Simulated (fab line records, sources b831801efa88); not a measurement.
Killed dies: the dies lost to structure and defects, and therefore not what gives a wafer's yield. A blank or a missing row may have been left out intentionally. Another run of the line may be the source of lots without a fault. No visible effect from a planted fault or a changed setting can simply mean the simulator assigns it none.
Matching of chambers || flow gf180mcu || 4 sister chambers for GF_V5_ETCH_16 on rie-diel-03
The step etches BARC in N2/H2. 18 wafers are shown with their chamber, then 9 later ones without.

WAFERS, EACH WITH ITS CHAMBER
{"wafer": "L074.1", "chamber": 2, "drypump-motor-current-A (A)": 6.0, "oes-product-au (a.u.)": 0.867, "rf-fwd-power-W (W)": 496.3}
{"wafer": "L074.3", "chamber": 0, "drypump-motor-current-A (A)": 5.7, "oes-product-au (a.u.)": 0.856, "rf-fwd-power-W (W)": 497.0}
{"wafer": "L074.5", "chamber": 3, "drypump-motor-current-A (A)": 5.4, "oes-product-au (a.u.)": 0.861, "rf-fwd-power-W (W)": 496.2}
{"wafer": "L078.2", "chamber": 1, "drypump-motor-current-A (A)": 6.5, "oes-product-au (a.u.)": 0.854, "rf-fwd-power-W (W)": 494.0}
{"wafer": "L078.3", "chamber": 3, "drypump-motor-current-A (A)": 5.4, "oes-product-au (a.u.)": 0.850, "rf-fwd-power-W (W)": 491.2}
{"wafer": "L078.6", "chamber": 2, "drypump-motor-current-A (A)": 6.0, "oes-product-au (a.u.)": 0.853, "rf-fwd-power-W (W)": 493.5}
{"wafer": "L081.1", "chamber": 3, "drypump-motor-current-A (A)": 5.4, "oes-product-au (a.u.)": 0.853, "rf-fwd-power-W (W)": 495.4}
{"wafer": "L081.2", "chamber": 0, "drypump-motor-current-A (A)": 5.6, "oes-product-au (a.u.)": 0.857, "rf-fwd-power-W (W)": 495.3}
{"wafer": "L081.4", "chamber": 1, "drypump-motor-current-A (A)": 6.4, "oes-product-au (a.u.)": 0.852, "rf-fwd-power-W (W)": 494.1}
{"wafer": "L086.1", "chamber": 3, "drypump-motor-current-A (A)": 5.4, "oes-product-au (a.u.)": 0.850, "rf-fwd-power-W (W)": 491.9}
{"wafer": "L086.2", "chamber": 1, "drypump-motor-current-A (A)": 6.5, "oes-product-au (a.u.)": 0.845, "rf-fwd-power-W (W)": 494.8}
{"wafer": "L086.5", "chamber": 2, "drypump-motor-current-A (A)": 6.1, "oes-product-au (a.u.)": 0.850, "rf-fwd-power-W (W)": 494.1}
{"wafer": "L087.1", "chamber": 2, "drypump-motor-current-A (A)": 6.0, "oes-product-au (a.u.)": 0.849, "rf-fwd-power-W (W)": 493.8}
{"wafer": "L087.4", "chamber": 0, "drypump-motor-current-A (A)": 5.6, "oes-product-au (a.u.)": 0.864, "rf-fwd-power-W (W)": 494.0}
{"wafer": "L087.5", "chamber": 2, "drypump-motor-current-A (A)": 6.0, "oes-product-au (a.u.)": 0.851, "rf-fwd-power-W (W)": 494.4}
{"wafer": "L088.1", "chamber": 0, "drypump-motor-current-A (A)": 5.6, "oes-product-au (a.u.)": 0.853, "rf-fwd-power-W (W)": 495.2}
{"wafer": "L088.4", "chamber": 3, "drypump-motor-current-A (A)": 5.4, "oes-product-au (a.u.)": 0.857, "rf-fwd-power-W (W)": 495.3}
{"wafer": "L088.5", "chamber": 3, "drypump-motor-current-A (A)": 5.4, "oes-product-au (a.u.)": 0.853, "rf-fwd-power-W (W)": 494.1}

SIGNATURES, as means of the wafers listed above
{"reading": "drypump-motor-current-A", "chamber 0": 5.625, "chamber 1": 6.467, "chamber 2": 6.020, "chamber 3": 5.400, "scatter within a chamber": 0.0398}
{"reading": "oes-product-au", "chamber 0": 0.85750, "chamber 1": 0.85033, "chamber 2": 0.85400, "chamber 3": 0.85400, "scatter within a chamber": 0.00549}
{"reading": "rf-fwd-power-W", "chamber 0": 495.375, "chamber 1": 494.300, "chamber 2": 494.420, "chamber 3": 494.017, "scatter within a chamber": 1.48}
Rule: for each reading, subtract the chamber's mean from the wafer's reading, divide by that reading's scatter and square the result; add these up over the readings and take the root, which gives the wafer's distance from the chamber. If the next closest chamber is less than 2 further off than the closest, the wafer can't be placed; otherwise it belongs to the closest. How the scatter is found: for the shown wafers, subtract from each reading the mean of its chamber, square and add these, divide the total by (wafers less chambers), then take the root.

WAFERS WITHOUT THEIR CHAMBER
{"wafer": "L089.1", "drypump-motor-current-A (A)": 5.4, "oes-product-au (a.u.)": 0.858, "rf-fwd-power-W (W)": 494.3}
{"wafer": "L089.2", "drypump-motor-current-A (A)": 5.6, "oes-product-au (a.u.)": 0.847, "rf-fwd-power-W (W)": 495.3}
{"wafer": "L089.5", "drypump-motor-current-A (A)": 5.6, "oes-product-au (a.u.)": 0.851, "rf-fwd-power-W (W)": 493.8}
{"wafer": "L092.1", "drypump-motor-current-A (A)": 5.6, "oes-product-au (a.u.)": 0.854, "rf-fwd-power-W (W)": 494.5}
{"wafer": "L092.2", "drypump-motor-current-A (A)": 6.0, "oes-product-au (a.u.)": 0.852, "rf-fwd-power-W (W)": 493.5}
{"wafer": "L092.3", "drypump-motor-current-A (A)": 6.4, "oes-product-au (a.u.)": 0.858, "rf-fwd-power-W (W)": 496.6}
{"wafer": "L095.2", "drypump-motor-current-A (A)": 5.6, "oes-product-au (a.u.)": 0.855, "rf-fwd-power-W (W)": 494.2}
{"wafer": "L095.3", "drypump-motor-current-A (A)": 5.4, "oes-product-au (a.u.)": 0.858, "rf-fwd-power-W (W)": 494.4}
{"wafer": "L095.4", "drypump-motor-current-A (A)": 6.0, "oes-product-au (a.u.)": 0.846, "rf-fwd-power-W (W)": 495.6}

CHAMBER TAKEN BY EACH
{"wafer": "L089.1", "from the rows above": 3, "in truth": 3}
{"wafer": "L089.2", "from the rows above": 0, "in truth": 0}
{"wafer": "L089.5", "from the rows above": 0, "in truth": 0}
{"wafer": "L092.1", "from the rows above": 0, "in truth": 0}
{"wafer": "L092.2", "from the rows above": 2, "in truth": 2}
{"wafer": "L092.3", "from the rows above": 1, "in truth": 1}
{"wafer": "L095.2", "from the rows above": 0, "in truth": 0}
{"wafer": "L095.3", "from the rows above": 3, "in truth": 3}
{"wafer": "L095.4", "from the rows above": 2, "in truth": 2}
Correctly placed: 9 of 9. Can't be placed from these rows: 0. Wrongly placed: 0.
